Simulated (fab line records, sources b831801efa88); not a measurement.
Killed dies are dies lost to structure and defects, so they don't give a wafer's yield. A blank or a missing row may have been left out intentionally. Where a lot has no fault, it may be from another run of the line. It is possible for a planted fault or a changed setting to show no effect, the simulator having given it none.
fab line records	flow sfq-line
record: lots: 7	wafers: 21	last-day: 86
route steps=325 shown I3@143 M4@148
lots that met no fault: taken from a fault-free run of the same line
start-h: start of the lot's first displayed wafer, in hours after the record's first day	wait-h: time in hours since the lot's previous step	" as in the row above	L1.1+2: one row covering several wafers at once	- no value, or no start given	* or withheld: withheld	< > ~ a bound
route shown NAME@n: a module of which the file shows steps, and the number in the route of the first	usual: average and standard deviation across the fault-free wafers	same: alike in all rows	chamber/n: place in a boat	sites: readings site by site	_std_site: standard deviation of those values	_edge_site: the outer-site mean with the inner-site mean subtracted	radius-mm: how far each site lies from the wafer's centre	mask NAME#n: copy n	behind: the tool/chamber that last shaped the wafer	hold: what put the lot on hold/how long, in hours/how the hold closed	device: the transistor (n, p or np) that didn't switch	end of line: the route-end tests of the same wafers	a step given without rows: its recipe and nothing more	killed: count of dies lost to structure and defects at first sort (not the wafer's yield)	map: a wafer's dies, marking killed ones x, the rest . and places with no die _
set.NAME: setting as actually run; set.NAME@STEP: the setting as run at that earlier step	model.NAME: the simulator's own value behind a step, which no gauge read
lots at selected steps of the route; one table per step, one row per wafer
services: when a tool's chamber went out of use (start-h, in hours from the record's first day, below 0 if earlier), for how many hours, and the reason
== steps ==
step: SFQ_I3_OVL_MEAS_923
usual: I3_OVL: -2/5.6
lot.wafer	tool	chamber	start-h	wait-h	I3_OVL[nm]
L417.2	overlay-02	-	736.94	0.1	-1
L417.5	"	-	"	"	-6
L417.6	"	-	"	"	-5
L419.1	overlay-01	-	802.94	0.1	-8
L419.3	"	-	"	"	-1
L419.4	"	-	"	"	4
L420.1	overlay-01	-	806.54	0.1	-3
L420.2	"	-	"	"	-10
L420.5	"	-	"	"	-3
L421.4	overlay-01	-	813.76	0.1	2
L421.5	"	-	"	"	14
L421.6	"	-	"	"	-1
L422.1	overlay-01	-	896.77	0.1	6
L422.3	"	-	"	"	-2
L422.5	"	-	"	"	0
L431.4	overlay-01	-	919.97	0.1	-7
L431.5	"	-	"	"	-3
L431.6	"	-	"	"	-5
L432.2	overlay-01	-	921.15	0.1	-14
L432.4	"	-	"	"	-16
L432.5	"	-	"	"	-15
step: SFQ_TRILAYER_I3_VIA_BARC_OPEN_VIA_ETCH_121
recipe: mask-material: PR	chemistry: O2	target-depth-nm: 125	target: BARC	source-w: 500	bias-w: 80	pressure-mtorr: 30	time-s: 41.7
usual: drypump-motor-current-A: 5.9/0.47	oes-product-au: 0.684/0.0048
lot.wafer	tool	chamber	start-h	wait-h	drypump-motor-current-A	oes-product-au	rf-hours-counter-h
L417.2	rie-diel-04	0	736.97	0.0	6.6	0.676	10
L417.5	"	0	"	"	6.5	0.682	-
L417.6	"	3	"	"	6.3	0.686	-
L419.1	rie-diel-03	3	802.97	0.0	4.8	0.681	24
L419.3	"	2	"	"	5.8	0.690	23
L419.4	"	1	"	"	6.6	0.686	9
L420.1	rie-diel-04	2	806.57	0.0	6.2	0.686	19
L420.2	"	1	"	"	5.7	0.686	8
L420.5	"	2	"	"	6.2	0.692	-
L421.4	rie-diel-02	0	813.77	0.0	5.8	0.689	1
L421.5	"	2	"	"	6.0	0.688	-
L421.6	"	1	"	"	5.4	0.676	-
L422.1	rie-diel-04	1	896.80	0.0	5.7	0.682	9
L422.3	"	2	"	"	6.2	0.685	21
L422.5	"	0	"	"	6.5	0.690	-
L431.4	rie-diel-04	0	919.98	0.0	6.5	0.690	14
L431.5	"	2	"	"	6.2	0.688	-
L431.6	"	1	"	"	5.7	0.691	-
L432.2	rie-diel-03	2	921.18	0.0	5.7	0.682	25
L432.4	"	0	"	"	5.8	0.681	-
L432.5	"	1	"	"	6.6	0.679	-
step: SFQ_TRILAYER_I3_VIA_ETCH_VIA_ETCH_088
recipe: target: SiO2	stop-on: Nb	mask-material: PR	taper-deg: 20	chemistry: CHF3	target-depth-nm: 260	source-w: 500	bias-w: 80	pressure-mtorr: 30	time-s: withheld
usual: drypump-motor-current-A: 5.9/0.47	oes-product-au: 0.854/0.005
lot.wafer	tool	chamber	start-h	wait-h	drypump-motor-current-A	oes-product-au
L417.2	rie-diel-04	0	737.01	0.0	6.6	0.853
L417.5	"	0	"	"	6.6	0.850
L417.6	"	3	"	"	6.3	0.857
L419.1	rie-diel-03	3	803.01	0.0	4.7	0.861
L419.3	"	2	"	"	5.7	0.864
L419.4	"	1	"	"	6.5	0.855
L420.1	rie-diel-04	2	806.61	0.0	6.2	0.849
L420.2	"	1	"	"	5.7	0.852
L420.5	"	2	"	"	6.2	0.858
L421.4	rie-diel-02	0	813.81	0.0	5.8	0.860
L421.5	"	2	"	"	6.0	0.851
L421.6	"	1	"	"	5.5	0.856
L422.1	rie-diel-04	1	896.84	0.0	5.7	0.853
L422.3	"	2	"	"	6.2	0.843
L422.5	"	0	"	"	6.5	0.850
L431.4	rie-diel-04	0	920.02	0.0	6.6	0.858
L431.5	"	2	"	"	6.2	0.851
L431.6	"	1	"	"	5.7	0.852
L432.2	rie-diel-03	2	921.22	0.0	5.7	0.856
L432.4	"	0	"	"	5.7	0.857
L432.5	"	1	"	"	6.6	0.856
step: SFQ_TRILAYER_I3_VIA_STRIP_STRIP_089
recipe: gas: O2	power-w: 200	platen-temp-c: 40	overash-fraction: 0.65	chemistry: O2	pressure-mtorr: 50
usual: drypump-motor-current-A: 5.6/0.43	oes-product-au: 0.998/0.0067
lot.wafer	tool	chamber	start-h	wait-h	drypump-motor-current-A	oes-product-au	rf-hours-counter-h
L417.2	rie-metal-01	1	737.13	-	5.4	1.001	121
L417.5	"	1	"	"	5.4	1.007	-
L417.6	"	0	"	"	5.3	1.003	-
L419.1	rie-metal-02	0	803.13	-	5.5	0.999	97
L419.3	"	0	"	"	5.5	0.991	-
L419.4	"	1	"	"	5.7	0.991	-
L420.1	rie-metal-03	0	806.73	-	5.1	0.996	123
L420.2	"	1	"	"	6.4	1.001	90
L420.5	"	0	"	"	5.1	0.998	-
L421.4	rie-metal-01	1	814.13	-	5.4	0.999	-
L421.5	"	0	"	"	5.3	0.998	-
L421.6	"	1	"	"	5.4	0.994	-
L422.1	rie-metal-03	1	896.95	-	6.4	0.989	105
L422.3	"	0	"	"	5.1	0.989	-
L422.5	"	0	"	"	5.1	0.996	-
L431.4	rie-metal-03	1	920.34	-	6.4	1.001	-
L431.5	"	0	"	"	5.1	0.994	-
L431.6	"	1	"	"	6.4	1.001	-
L432.2	rie-metal-02	0	921.34	-	5.5	1.004	116
L432.4	"	0	"	"	5.5	0.990	-
L432.5	"	0	"	"	5.5	0.998	-
step: SFQ_TRILAYER_I3_VIA_STRIP_SOLV_CLEAN_090
recipe: chemistry: NMP	temp-c: 70	time-s: 600
step: SFQ_TRILAYER_M4_DEP_PRE_CLEAN_092
recipe: gas: Ar	time-s: 22.5	bias-v: 250
step: SFQ_TRILAYER_M4_DEP_SPUTTER_091
recipe: material: Nb	base-pressure-pa: 1.33e-06	chamber-pressure-pa: 0.1333	substrate-temp-c: 20	resputter-cathode-voltage-v: 400	target-thk-nm: 200	power-w: 2000	time-s: 133.3
usual: throttle-valve-pct: 30.0/0.87
lot.wafer	tool	chamber	start-h	wait-h	throttle-valve-pct
L417.2	pvd-sputter-04	-	737.93	0.0	28.8
L417.5	"	-	"	"	29.1
L417.6	"	-	"	"	29.6
L419.1	pvd-sputter-05	-	803.93	0.0	31.3
L419.3	"	-	"	"	30.5
L419.4	"	-	"	"	30.2
L420.1	pvd-sputter-04	-	807.55	0.0	30.5
L420.2	"	-	"	"	29.3
L420.5	"	-	"	"	29.3
L421.4	pvd-sputter-05	-	814.73	0.0	31.1
L421.5	"	-	"	"	30.5
L421.6	"	-	"	"	31.1
L422.1	pvd-sputter-05	-	897.76	0.0	31.3
L422.3	"	-	"	"	30.8
L422.5	"	-	"	"	29.9
L431.4	pvd-sputter-05	-	920.94	0.0	30.8
L431.5	"	-	"	"	30.2
L431.6	"	-	"	"	30.4
L432.2	pvd-sputter-06	-	922.14	0.0	29.5
L432.4	"	-	"	"	30.5
L432.5	"	-	"	"	30.7
step: SFQ_M4_RS_MEAS_924
recipe: thk-meas-gauge: four-point-probe	reads: Nb_of_TRILAYER_M4_DEP_SPUTTER_091
usual: M4_NB_RS: 0.890/0.0081
lot.wafer	tool	chamber	start-h	wait-h	M4_NB_RS[ohm/sq]
L417.2	film-metro-01	-	738.04	0.1	0.890
L417.5	"	-	"	"	0.888
L417.6	"	-	"	"	0.887
L419.1	film-metro-01	-	804.02	0.0	0.885
L419.3	"	-	"	"	0.885
L419.4	"	-	"	"	0.886
L420.1	film-metro-01	-	807.64	0.0	0.877
L420.2	"	-	"	"	0.876
L420.5	"	-	"	"	0.879
L421.4	film-metro-04	-	814.88	0.1	0.888
L421.5	"	-	"	"	0.882
L421.6	"	-	"	"	0.880
L422.1	film-metro-03	-	897.85	0.0	0.882
L422.3	"	-	"	"	0.877
L422.5	"	-	"	"	0.887
L431.4	film-metro-03	-	921.09	0.1	0.887
L431.5	"	-	"	"	0.882
L431.6	"	-	"	"	0.883
L432.2	film-metro-03	-	922.25	0.1	0.899
L432.4	"	-	"	"	0.891
L432.5	"	-	"	"	0.887
step: SFQ_TRILAYER_M4_LITHO_COAT_098
recipe: resist: BARC	spin-rpm: 3000	resist-thk-nm: 62
step: SFQ_TRILAYER_M4_LITHO_COAT_093
recipe: resist: KrF	spin-rpm: 3000	resist-thk-nm: 600
step: SFQ_TRILAYER_M4_LITHO_SOFTBAKE_097
recipe: temp-c: withheld	time-s: withheld	resist: KrF
step: SFQ_TRILAYER_M4_LITHO_EXPOSE_094
recipe: mask-id: M4	na: 0.6	source-shape: conventional	sigma-outer: 0.65	target-cd-nm: 500	dose-mj: 14.4
lot.wafer	tool	chamber	start-h	wait-h	mask	model.M4.overlay-x-nm
L417.2+5+6	krf-scanner-01	0	883.95	-	M4#0	2.302
L419.1+3+4	krf-scanner-01	0	961.75	-	M4#0	45.29
L420.1+2+5	krf-scanner-01	0	964.15	-	M4#0	26.87
L421.4+5+6	krf-scanner-01	0	974.35	-	M4#0	46.03
L422.1+3+5	krf-scanner-02	0	1050.59	-	M4#0	1.32
L431.4+5+6	krf-scanner-02	0	1075.12	-	M4#0	-6.888
L432.2+4+5	krf-scanner-02	0	1077.12	-	M4#0	5.216
step: SFQ_TRILAYER_M4_LITHO_PEB_096
recipe: peb-temp-c: 115	peb-time-s: 60	resist: KrF
step: SFQ_TRILAYER_M4_LITHO_DEVELOP_095
recipe: time-s: 60	resist: KrF
step: SFQ_M4_OVL_MEAS_926
usual: M4_OVL: -2/6.6
lot.wafer	tool	chamber	start-h	wait-h	hold	M4_OVL[nm]
L417.2	overlay-01	-	885.25	0.1	-	2
L417.5	"	-	"	"	-	2
L417.6	"	-	"	"	-	0
L419.1	overlay-01	-	963.25	0.1	await-dispo/0.2h/release	36
L419.3	"	-	"	"	await-dispo/0.2h/release	38
L419.4	"	-	"	"	await-dispo/0.2h/release	42
L419.1	overlay-01	-	963.45	0.2	-	42
L419.3	"	-	"	"	-	43
L419.4	"	-	"	"	-	44
L420.1	overlay-01	-	965.65	0.1	await-dispo/0.2h/release	23
L420.2	"	-	"	"	await-dispo/0.2h/release	22
L420.5	"	-	"	"	await-dispo/0.2h/release	23
L420.1	overlay-01	-	965.85	0.2	-	27
L420.2	"	-	"	"	-	25
L420.5	"	-	"	"	-	25
L421.4	overlay-02	-	975.26	0.1	await-dispo/0.2h/release	39
L421.5	"	-	"	"	await-dispo/0.2h/release	43
L421.6	"	-	"	"	await-dispo/0.2h/release	46
L421.4	overlay-02	-	975.47	0.2	-	43
L421.5	"	-	"	"	-	47
L421.6	"	-	"	"	-	49
L422.1	overlay-01	-	1052.09	0.1	-	-6
L422.3	"	-	"	"	-	4
L422.5	"	-	"	"	-	-4
L431.4	overlay-01	-	1076.04	0.1	-	-1
L431.5	"	-	"	"	-	-9
L431.6	"	-	"	"	-	-5
L432.2	overlay-01	-	1078.42	0.1	-	6
L432.4	"	-	"	"	-	2
L432.5	"	-	"	"	-	2
step: SFQ_TRILAYER_M4_BARC_OPEN_METAL_ETCH_123
recipe: mask-material: PR	chemistry: O2	target-depth-nm: 125	target: BARC	icp-w: 600	bias-w: 80	pressure-mtorr: 10	time-s: 41.7
usual: drypump-motor-current-A: 5.4/0.48	oes-product-au: 0.685/0.0045
lot.wafer	tool	chamber	start-h	wait-h	hold	drypump-motor-current-A	oes-product-au	rf-hours-counter-h
L417.2	rie-metal-03	1	885.28	0.0	-	6.4	0.678	103
L417.5	"	1	"	"	-	6.4	0.680	-
L417.6	"	0	"	"	-	5.1	0.695	-
L419.1	rie-metal-04	0	967.09	3.6	await-dispo/3.6h/release	4.9	0.687	54
L419.3	"	0	"	"	await-dispo/3.6h/release	4.9	0.690	-
L419.4	"	1	"	"	await-dispo/3.6h/release	5.5	0.689	-
L420.1	rie-metal-01	1	968.04	2.2	await-dispo/2.2h/release	5.4	0.678	154
L420.2	"	0	"	"	await-dispo/2.2h/release	5.4	0.682	38
L420.5	"	0	"	"	await-dispo/2.2h/release	5.3	0.687	-
L421.4	rie-metal-01	1	978.40	2.9	await-dispo/2.9h/release	5.4	0.685	-
L421.5	"	1	"	"	await-dispo/2.9h/release	5.4	0.690	-
L421.6	"	0	"	"	await-dispo/2.9h/release	5.3	0.685	-
L422.1	rie-metal-03	0	1052.13	0.0	-	5.1	0.681	2
L422.3	"	1	"	"	-	6.4	0.686	-
L422.5	"	1	"	"	-	6.4	0.681	-
L431.4	rie-metal-01	0	1076.07	0.0	-	5.3	0.683	-
L431.5	"	0	"	"	-	5.3	0.690	-
L431.6	"	1	"	"	-	5.4	0.683	-
L432.2	rie-metal-04	0	1078.45	0.0	-	4.9	0.690	69
L432.4	"	1	"	"	-	5.5	0.685	-
L432.5	"	1	"	"	-	5.5	0.679	-
== services ==
tool	chamber	start-h	hours	kind
rie-diel-03	0	730.55	4.3	repair
rie-diel-03	-	758.82	2.8	pm
rie-metal-01	1	787.70	9.2	repair
rie-diel-04	1	792.31	9.4	repair
rie-diel-04	1	826.64	10.4	repair
rie-metal-03	-	826.92	0.3	repair
krf-scanner-01	-	832.64	0.8	pm
krf-scanner-01	-	844.56	1.3	pm
krf-scanner-01	-	850.66	1.0	pm
rie-diel-04	0	851.63	6.1	repair
rie-diel-03	0	856.93	3.9	repair
krf-scanner-01	-	857.66	4.4	pm
rie-diel-03	-	909.11	0.3	repair
rie-metal-01	0	926.30	4.1	repair
rie-metal-03	0	951.51	14.5	repair
pvd-sputter-05	-	963.71	4.9	repair
rie-metal-03	0	987.96	2.3	repair
krf-scanner-01	-	1001.35	0.8	pm
krf-scanner-01	-	1018.07	1.0	pm
krf-scanner-01	-	1019.68	1.3	pm
rie-diel-03	3	1048.71	1.9	repair
rie-diel-04	1	1054.08	2.5	repair
rie-diel-04	0	1063.91	4.4	repair
rie-metal-03	-	1076.03	0.2	repair
== key ==
first-sign: step: SFQ_M4_OVL_MEAS_926	reading: visit	direction: added
effect: step: SFQ_M4_OVL_MEAS_926	reading: M4_OVL	direction: up	sigmas: 5.6	usual: -2	struck: 35
model-effect: step: SFQ_TRILAYER_M4_LITHO_EXPOSE_094	value: M4.overlay-x-nm	without: 0.3647	struck: 39.4
met-at SFQ_TRILAYER_M4_LITHO_EXPOSE_094
struck-wafers L419.1,L419.3,L419.4,L420.1,L420.2,L420.5,L421.4,L421.5,L421.6
onset-between 883.95 961.75
fault: kind: scanner-matching-overlay	tool: krf-scanner-01	chamber: -	onset-h: 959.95	steps: SFQ_TRILAYER_M4_LITHO_EXPOSE_094	offset: 39.031
